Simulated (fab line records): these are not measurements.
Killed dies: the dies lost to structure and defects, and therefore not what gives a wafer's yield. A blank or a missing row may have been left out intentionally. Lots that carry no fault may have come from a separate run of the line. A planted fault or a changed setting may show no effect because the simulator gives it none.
Matching of chambers | flow gf180mcu | cmp-02 running GF_V3_CMP_26: 4 sister chambers
The step polishes, stops on SiO2, t overpolish 15 s, target thk 0 nm. 8 wafers are shown with their chamber, then 6 later ones without.

== EACH WAFER AND ITS CHAMBER ==
wafer  | chamber | motor current A (A) | time to endpoint s (s)
L918.4 | 2       | 11.6                | 88.5
L918.5 | 1       | 12.3                | 85.8
L919.1 | 1       | 11.6                | 81.9
L924.3 | 0       | 10.2                | 86.4
L924.4 | 3       | 8.9                 | 85.4
L924.5 | 2       | 11.5                | 89.5
L929.2 | 3       | 8.8                 | 94.2
L929.4 | 0       | 10.9                | 92.4

== WAFERS WITH NO CHAMBER GIVEN ==
wafer  | motor current A (A) | time to endpoint s (s)
L931.2 | 11.0                | 90.3
L931.4 | 8.9                 | 86.0
L931.5 | 11.5                | 86.1
L937.2 | 10.7                | 88.0
L937.5 | 11.8                | 90.2
L937.6 | 11.7                | 88.9

== WHICH CHAMBER EACH WENT THROUGH ==
wafer  | from the rows above          | in truth
L931.2 | can't be placed: 0 or 2 or 1 | 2
L931.4 | 3                            | 3
L931.5 | can't be placed: 2 or 1      | 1
L937.2 | can't be placed: 0 or 2      | 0
L937.5 | can't be placed: 2 or 1      | 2
L937.6 | can't be placed: 2 or 1      | 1
Correctly placed: 1 of 6. Can't be placed from these rows: 5 (the true chamber is among the candidates in 5). Placed wrongly: 0.
How it was worked out, from the rows above alone: a wafer's distance from a chamber is the root of the sum, over the readings, of the square of ((its reading less the chamber's mean) divided by the reading's scatter). The wafer belongs to the nearest chamber; if the next one is less than 2 further off, it can't be placed. Each chamber's mean is taken over the wafers shown for it. The scatter is the square root of a quotient: the sum, over the shown wafers, of each reading's squared deviation from its chamber's mean, divided by wafers minus chambers.
